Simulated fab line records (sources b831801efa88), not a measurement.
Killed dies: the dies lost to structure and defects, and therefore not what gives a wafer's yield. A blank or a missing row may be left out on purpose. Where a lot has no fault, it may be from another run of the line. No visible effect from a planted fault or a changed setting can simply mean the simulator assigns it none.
One fault seen from 2 desks	flow gf180mcu	every desk sees just its own numbers, and what lay behind them comes last

## AT THE METROLOGY DESK
Means of the sampled wafers that have a number, per lot and without regard to the tool the lot ran on: this is what the gauges read. The brackets show how far a lot's mean lies from the usual mean; more than 4 standard deviations puts the lot out of limits, marked OUT.
Columns: A = STI_OXIDATION_01_THK at GF_STI_THK_MEAS_22, usual 14.91 nm; B = STI_CVD_23_THK at GF_STI_THK_MEAS_24, usual 651 nm; C = STI_OXIDATION_02_THK at GF_STI_THK_MEAS_30, usual 9.94 nm; D = DNWELL_TW at GF_DNWELL_TW_MEAS_09, usual 1342; E = NWELL_OVL at GF_NWELL_OVL_MEAS_07, usual -0.4 nm; F = NWELL_TW at GF_NWELL_TW_MEAS_11, usual 1557
lot	first seen here	A	B	C	D	E	F
L280	day 2 23:41	15.15	658	10.22	1361	1.2	1568
L283	day 3 16:23	14.76	648	10.37	1329	-0.5	1572
L284	day 3 20:19	14.69	651	9.80	1347	-0.9	1543
L285	day 4 01:04	14.80	654	9.66	1343	-1.1	1554
L286	day 4 07:28	14.86	663	9.96	1335	-1.1	1564
L296	day 6 09:41	15.18	653	9.85	1338	0.1	1543
L299	day 7 01:54	15.10	650	10.15	1347	-0.6	1563
This desk found nothing out of limits on any of the 7 lots.

## TOOL OWNER'S DESK, wet-bench-02
The tool's own readings at GF_STI_WET_ETCH_28 (etches SiO2 in dHF, target depth 20 nm, time 40 s): means of the sampled wafers that have a number, for each lot that ran on this tool. The brackets show how far a lot's mean lies from the usual mean; more than 4 standard deviations puts the lot out of limits, marked OUT.
Columns: A = run-length-s at GF_STI_WET_ETCH_28, usual 68.3 s; B = temp-c at GF_STI_WET_ETCH_28, usual 25.02 C
lot	first seen here	A	B
L283	day 3 17:30	71.2	25.02
L284	day 3 21:28	118.1 (+18) OUT	24.98
L285	day 4 02:08	113.9 (+16) OUT	25.20
L286	day 4 08:32	111.5 (+15) OUT	25.02
Finding of this desk: L284, L285, L286 out of limits; the first was L284 at day 3 21:28, on run-length-s at GF_STI_WET_ETCH_28. L283 stayed within limits.

## TAKEN TOGETHER
At day 3 21:28, on L284, L285, L286, the tool owner's desk was in a position to raise an alarm.
Nothing out of limits was seen by the metrology desk.
The metrology desk holds a record of L284, L285, L286, inside its limits.
Every lot named ran GF_STI_WET_ETCH_28 on wet-bench-02.

## WHAT HAD BEEN PUT IN BY THE SIMULATOR
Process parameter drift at GF_STI_WET_ETCH_28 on wet-bench-02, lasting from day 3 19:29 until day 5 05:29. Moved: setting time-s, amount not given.
Struck lots among those shown: L284, L285, L286.
Each desk's first reading out of limits, in hours after the fault started: the tool owner's desk, 2.
